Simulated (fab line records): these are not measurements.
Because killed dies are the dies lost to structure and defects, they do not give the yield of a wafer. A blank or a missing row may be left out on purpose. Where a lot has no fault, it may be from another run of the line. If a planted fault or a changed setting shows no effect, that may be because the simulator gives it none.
Tool commonality check || flow gf180mcu || Lots sampled 13, wafers sampled 39

## WHY THIS WAS OPENED
At GF_HV_LDD_THK_MEAS_55 the reading HV_LDD_CVD_54_THK is flagged on 2 of 13 lots. Fault-free wafers read 9.99 nm, with a standard deviation of 0.17.
Rule: flag the lot when none of its wafers has a number, or when each of its wafers that has one lies beyond 4 standard deviations from that mean. The other lots count as sound.

{"lot": "L173", "measured": "day 12 13:09", "on": "film_metro-02", "HV_LDD_CVD_54_THK (nm), wafer by wafer": "9.80 9.71 9.69", "flag": ""}
{"lot": "L174", "measured": "day 12 21:18", "on": "film_metro-04", "HV_LDD_CVD_54_THK (nm), wafer by wafer": "9.89 9.90 9.96", "flag": ""}
{"lot": "L175", "measured": "day 13 07:37", "on": "film_metro-02", "HV_LDD_CVD_54_THK (nm), wafer by wafer": "9.92 10.00 9.93", "flag": ""}
{"lot": "L176", "measured": "day 13 10:08", "on": "film_metro-02", "HV_LDD_CVD_54_THK (nm), wafer by wafer": "9.82 9.78 9.69", "flag": ""}
{"lot": "L178", "measured": "day 14 02:36", "on": "film_metro-04", "HV_LDD_CVD_54_THK (nm), wafer by wafer": "9.78 9.78 9.73", "flag": ""}
{"lot": "L180", "measured": "day 14 22:49", "on": "film_metro-01", "HV_LDD_CVD_54_THK (nm), wafer by wafer": "9.98 9.97 9.96", "flag": ""}
{"lot": "L182", "measured": "day 15 11:17", "on": "film_metro-02", "HV_LDD_CVD_54_THK (nm), wafer by wafer": "9.85 9.85 9.81", "flag": ""}
{"lot": "L186", "measured": "day 16 19:08", "on": "film_metro-02", "HV_LDD_CVD_54_THK (nm), wafer by wafer": "8.00 7.69 7.91", "flag": "FLAGGED"}
{"lot": "L187", "measured": "day 17 03:05", "on": "film_metro-04", "HV_LDD_CVD_54_THK (nm), wafer by wafer": "7.78 7.78 7.95", "flag": "FLAGGED"}
{"lot": "L190", "measured": "day 18 11:05", "on": "film_metro-04", "HV_LDD_CVD_54_THK (nm), wafer by wafer": "9.99 10.13 10.12", "flag": ""}
{"lot": "L194", "measured": "day 19 17:11", "on": "film_metro-04", "HV_LDD_CVD_54_THK (nm), wafer by wafer": "10.04 10.01 9.93", "flag": ""}
{"lot": "L195", "measured": "day 19 23:17", "on": "film_metro-04", "HV_LDD_CVD_54_THK (nm), wafer by wafer": "10.33 10.11 10.15", "flag": ""}
{"lot": "L196", "measured": "day 20 06:29", "on": "film_metro-04", "HV_LDD_CVD_54_THK (nm), wafer by wafer": "9.94 10.06 9.95", "flag": ""}
Average over the flagged lots: 7.85 nm; offset from the usual -2.14 nm, equal to -13 standard deviations.

## TOOL THAT RAN EACH LOT
The record holds 1 process step before the reading, out of a route of 602 steps. Read each cell as the tool, then ch plus the chambers that the sampled wafers visited, then the start.
{"lot": "L173", "flag": "", "GF_HV_LDD_CVD_54": "lpcvd-01 ch 1, day 12 11:37"}
{"lot": "L174", "flag": "", "GF_HV_LDD_CVD_54": "lpcvd-01 ch 0, day 12 20:12"}
{"lot": "L175", "flag": "", "GF_HV_LDD_CVD_54": "lpcvd-02 ch 0, day 13 06:36"}
{"lot": "L176", "flag": "", "GF_HV_LDD_CVD_54": "lpcvd-01 ch 1, day 13 09:07"}
{"lot": "L178", "flag": "", "GF_HV_LDD_CVD_54": "lpcvd-01 ch 1, day 14 01:34"}
{"lot": "L180", "flag": "", "GF_HV_LDD_CVD_54": "lpcvd-02 ch 1, day 14 21:46"}
{"lot": "L182", "flag": "", "GF_HV_LDD_CVD_54": "lpcvd-01 ch 0, day 15 10:16"}
{"lot": "L186", "flag": "FLAGGED", "GF_HV_LDD_CVD_54": "lpcvd-02 ch 0, day 16 18:07"}
{"lot": "L187", "flag": "FLAGGED", "GF_HV_LDD_CVD_54": "lpcvd-02 ch 1, day 17 02:03"}
{"lot": "L190", "flag": "", "GF_HV_LDD_CVD_54": "lpcvd-01 ch 0, day 18 10:03"}
{"lot": "L194", "flag": "", "GF_HV_LDD_CVD_54": "lpcvd-02 ch 1, day 19 16:09"}
{"lot": "L195", "flag": "", "GF_HV_LDD_CVD_54": "lpcvd-01 ch 0, day 19 22:15"}
{"lot": "L196", "flag": "", "GF_HV_LDD_CVD_54": "lpcvd-02 ch 1, day 20 05:28"}
What the steps here do:
- GF_HV_LDD_CVD_54: deposits SiO2 from TEOS, target thk 10 nm, time 75 s.
- GF_HV_LDD_THK_MEAS_55

## FLAGGED AGAINST TOTAL, ONE TOOL AT A TIME (gauges that did the reading follow at the end)
{"step": "GF_HV_LDD_CVD_54", "tool": "lpcvd-01", "lots run": 7, "flagged": 0, "share of the flagged lots": "none", "sound lots run after its first flagged lot": "-"}
{"step": "GF_HV_LDD_CVD_54", "tool": "lpcvd-02", "lots run": 6, "flagged": 2, "share of the flagged lots": "all", "sound lots run after its first flagged lot": "2 (L194,L196)"}
{"step": "GF_HV_LDD_THK_MEAS_55", "tool": "film_metro-01", "lots run": 1, "flagged": 0, "share of the flagged lots": "none", "sound lots run after its first flagged lot": "-"}
{"step": "GF_HV_LDD_THK_MEAS_55", "tool": "film_metro-02", "lots run": 5, "flagged": 1, "share of the flagged lots": "some", "sound lots run after its first flagged lot": 0}
{"step": "GF_HV_LDD_THK_MEAS_55", "tool": "film_metro-04", "lots run": 7, "flagged": 1, "share of the flagged lots": "some", "sound lots run after its first flagged lot": "4 (L190,L194,L195,L196)"}

## WHAT THE TABLE ALLOWS
Rows of the table that ran each flagged lot: 1, that is lpcvd-02 at GF_HV_LDD_CVD_54.
- lpcvd-02 at GF_HV_LDD_CVD_54 ran 6 lots, 2 of them flagged. Sound lots followed the first flagged one (L194, L196) on it, something a lasting fault affecting the whole tool could not allow.
Not one row of the table ran every flagged lot while running no sound lot after the first.

## WHAT THE SIMULATOR PUT IN
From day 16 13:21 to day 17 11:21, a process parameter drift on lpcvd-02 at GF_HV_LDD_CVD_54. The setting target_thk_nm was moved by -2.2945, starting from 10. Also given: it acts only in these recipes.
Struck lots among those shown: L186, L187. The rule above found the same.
